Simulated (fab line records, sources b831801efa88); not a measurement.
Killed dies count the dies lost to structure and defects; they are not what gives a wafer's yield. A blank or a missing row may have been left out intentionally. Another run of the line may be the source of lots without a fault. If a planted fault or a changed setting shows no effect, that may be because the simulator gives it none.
Struck lot and sound lot, side by side | flow sky130 | 22 out of 708 route steps
Sound: wafers L660.1, L660.2, L660.3. Struck: wafers L661.1, L661.2, L661.3. The cause is given at the end.
At each step with rows: each side's tool, then ch and its chambers, then its first start. Under that, the readings that differ: sound wafers | struck wafers | difference of the means | sigmas: that difference in standard deviations of wafers without a fault.
alike: readings whose means differ by less than 2 such deviations, and words and numbers that are the same on both sides. not compared: withheld readings, readings that some wafer has no value for, bounds like >300 that may hide the same value, and numbers for which the record gives no deviation and whose values overlap.
A row with sigmas, a row that says differs or no value, or rows on one side alone: a step with any of these is where the two part. When numbers do not overlap yet have no deviation, they are printed without sigmas and do not part them. A reading missing from all wafers of one side parts the sides only when that side holds two or more wafers.

first, 1 step without rows for these wafers: SKY_CAPM_DEVELOP_11 (develop time 60 s).
SKY_CAPM_OVL_MEAS_12:
  sound on overlay-01, day 41 13:28; struck on overlay-02, day 41 22:05
  alike: CAPM_OVL
SKY_CAPM_METAL_ETCH_13: etches TiN in Cl2/BCl3, stops on SiO2, target depth 220 nm, time 62.9 s.
  sound on rieMetal-03 ch 0,1, day 41 13:31; struck on rieMetal-04 ch 0,1, day 41 22:08
  alike: biasW, drypumpMotorCurrentA, oesProductAu, throttleValvePct
  not compared: rfHoursCounterH
SKY_CAPM_STRIP_14: strips in O2/N2.
  sound on plasmaAsher-01 ch 0,1, day 41 13:35; struck on plasmaAsher-01 ch 0,1, day 41 22:12
  alike: drypumpMotorCurrentA, oesProductAu, stripTimeToEndpointS
  not compared: rfHoursCounterH
then, 8 steps without rows for these wafers: SKY_CAPM_STRIP_15 (strips in post etch residue remover, time 1200 s); SKY_CAPM_CLEAN_16 (cleans in IPA, time 180 s); SKY_CAPM_CLEAN_17 (cleans in O3/DIW); SKY_METAL3_DEHYDRATE_05 (time 60 s); SKY_METAL3_HMDS_06 (prime time 60 s); SKY_METAL3_COAT_07 (resist thk 60 nm); SKY_METAL3_COAT_08 (resist thk 1140 nm); SKY_METAL3_SOFTBAKE_09 (time 90 s).
SKY_METAL3_EXPOSE_10: exposes mask MM3, target cd 300 nm.
  sound on krfScanner-01 ch 0, day 42 01:50; struck on krfScanner-02 ch 0, day 42 09:51
reading           | sound             | struck            | difference | sigmas
exposureDoseMJCm2 | 27.95 27.98 27.94 | 27.63 27.57 27.57 | -0.37      | -11
  alike: mask, focusOffsetNm, reticleTempC
then, 2 steps without rows for these wafers: SKY_METAL3_PEB_11; SKY_METAL3_DEVELOP_12 (develop time 60 s).
SKY_METAL3_CD_MEAS_13: the cd target is 300 nm.
  sound on cdSem-02, day 42 13:04; struck on cdSem-02, day 42 21:35
  alike: cdNm
SKY_METAL3_OVL_MEAS_14:
  sound on overlay-02, day 42 13:11; struck on overlay-02, day 42 21:42
  alike: METAL3_OVL
SKY_METAL3_DESCUM_15: chemistry O2, time 8 s.
  sound on rieMetal-02 ch 0,1, day 42 13:14; struck on rieMetal-03 ch 0,1, day 42 21:44
  alike: drypumpMotorCurrentA, oesProductAu
  not compared: rfHoursCounterH, model.METAL3.cdNm
SKY_METAL3_ETCH_16: etches BARC in N2/H2, stops on SiO2, time 88.2 s, target depth 60 nm.
  sound on rieMetal-02 ch 0,1, day 42 13:16; struck on rieMetal-03 ch 0,1, day 42 21:46
  alike: biasW, drypumpMotorCurrentA, oesProductAu, throttleValvePct
  not compared: rfHoursCounterH
SKY_METAL3_ETCH_17: etches SiO2 in C4F8/O2/Ar, stops on TiN, time 3.9 s, target depth 15 nm.
  sound on rieDiel-03 ch 1,2,3, day 42 13:22; struck on rieDiel-01 ch 0,1,3, day 42 21:52
  alike: biasW, oesProductAu
  not compared: rfHoursCounterH, model.METAL3.cdNm
SKY_METAL3_METAL_ETCH_18: etches the open film in Cl2/BCl3, stops on SiO2, target depth 845 nm, time 183.1 s.
  sound on rieMetal-03 ch 0,1, day 42 13:23; struck on rieMetal-02 ch 0,1, day 42 21:53
  alike: biasW, drypumpMotorCurrentA, oesProductAu, throttleValvePct
  not compared: rfHoursCounterH
SKY_PAD_OPEN_PROBE_99:
  sound wafers here have rows in the record (prober-02, day 48 21:59); struck ones have none

## WHERE THEY PART
At SKY_METAL3_EXPOSE_10 first; at SKY_PAD_OPEN_PROBE_99 last (within this record only).

WHY: whatever the simulator had introduced
Process parameter drift: krfScanner-02, from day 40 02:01 on, at SKY_METAL3_EXPOSE_10. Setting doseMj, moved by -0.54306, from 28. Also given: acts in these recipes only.
